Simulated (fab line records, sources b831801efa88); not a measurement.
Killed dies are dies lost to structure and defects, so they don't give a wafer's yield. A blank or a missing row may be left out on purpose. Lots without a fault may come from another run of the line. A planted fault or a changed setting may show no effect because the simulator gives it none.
Which tool did it? | flow gf180mcu | 15 lots, 45 wafers sampled, at 2 steps of a route of 602

WHAT THE GAUGES READ, wafer by wafer
GF_V4_THK_MEAS_03. Usual: V4_CVD_02_THK 850 nm, standard deviation 11.
lot  | measured     | on            | V4_CVD_02_THK (nm) | flag
L905 | day 23 14:40 | film_metro-03 | 833 854 852        |
L906 | day 24 02:04 | film_metro-04 | 846 853 860        |
L909 | day 25 10:36 | film_metro-03 | 842 834 840        |
L913 | day 26 12:05 | film_metro-03 | 848 853 859        |
L914 | day 26 23:04 | film_metro-04 | 846 858 854        |
L915 | day 27 07:50 | film_metro-03 | 851 871 855        |
L917 | day 27 23:31 | film_metro-03 | 838 853 847        |
L920 | day 28 18:03 | film_metro-03 | 848 849 843        |
L921 | day 28 23:59 | film_metro-04 | 837 857 852        |
L922 | day 29 15:36 | film_metro-03 | 841 850 860        |
L923 | day 29 17:09 | film_metro-04 | 846 839 848        |
L924 | day 29 19:42 | film_metro-04 | 845 848 867        |
L925 | day 30 02:33 | film_metro-01 | 837 833 849        |
L926 | day 30 11:20 | film_metro-04 | 840 848 853        |
L927 | day 30 16:38 | film_metro-04 | 844 826 834        |

WHICH TOOL RAN EACH LOT (tool, then ch and the chambers of the sampled wafers, then the start)
lot  | GF_M4_SPUTTER_03
L905 | pvd_sputter-01, day 22 14:11
L906 | pvd_sputter-04, day 23 01:53
L909 | pvd_sputter-04, day 24 12:32
L913 | pvd_sputter-03, day 25 13:47
L914 | pvd_sputter-01, day 26 01:32
L915 | pvd_sputter-03, day 26 10:53
L917 | pvd_sputter-04, day 27 02:38
L920 | pvd_sputter-04, day 27 21:12
L921 | pvd_sputter-01, day 28 04:08
L922 | pvd_sputter-01, day 28 19:50
L923 | pvd_sputter-01, day 28 21:05
L924 | pvd_sputter-01, day 28 23:31
L925 | pvd_sputter-04, day 29 07:01
L926 | pvd_sputter-03, day 29 15:29
L927 | pvd_sputter-03, day 29 21:51
- GF_M4_SPUTTER_03: material Ti, target thk 10 nm, time 6.7 s.

WHAT THE TOOLS THEMSELVES READ (means of the sampled wafers that have a number; where no wafer has one, the mark that the record gives instead)
GF_M4_SPUTTER_03. Usual: throttle_valve_pct 30.2 %, standard deviation 0.97.
lot  | tool           | throttle_valve_pct (%) | flag
L905 | pvd_sputter-01 | 30.0                   |
L906 | pvd_sputter-04 | 30.9                   |
L909 | pvd_sputter-04 | 31.8                   |
L913 | pvd_sputter-03 | 29.7                   |
L914 | pvd_sputter-01 | 30.0                   |
L915 | pvd_sputter-03 | 29.4                   |
L917 | pvd_sputter-04 | 30.9                   |
L920 | pvd_sputter-04 | 30.7                   |
L921 | pvd_sputter-01 | 29.7                   |
L922 | pvd_sputter-01 | 30.3                   |
L923 | pvd_sputter-01 | 29.8                   |
L924 | pvd_sputter-01 | 29.9                   |
L925 | pvd_sputter-04 | 30.6                   |
L926 | pvd_sputter-03 | 30.0                   |
L927 | pvd_sputter-03 | 28.7                   |

THE ANSWER, worked out from the rows above alone
Rule: a lot is off if the mean of its wafers that have a number lies more than 3 standard deviations from the usual mean. A lot without any number at a reading at which 4 lots or more have one is off too. The other lots that the step has rows for count as sound. The gauges are gone through in route order, then the tools' own readings, and for those a lot's mean is taken as printed above. The first step at which some lot is off is used, and at that step the reading that is off furthest; a lot without a number counts as furthest.
No lot is off at any reading shown: from this, nothing can be told.

WHAT THE SIMULATOR HAD PUT IN
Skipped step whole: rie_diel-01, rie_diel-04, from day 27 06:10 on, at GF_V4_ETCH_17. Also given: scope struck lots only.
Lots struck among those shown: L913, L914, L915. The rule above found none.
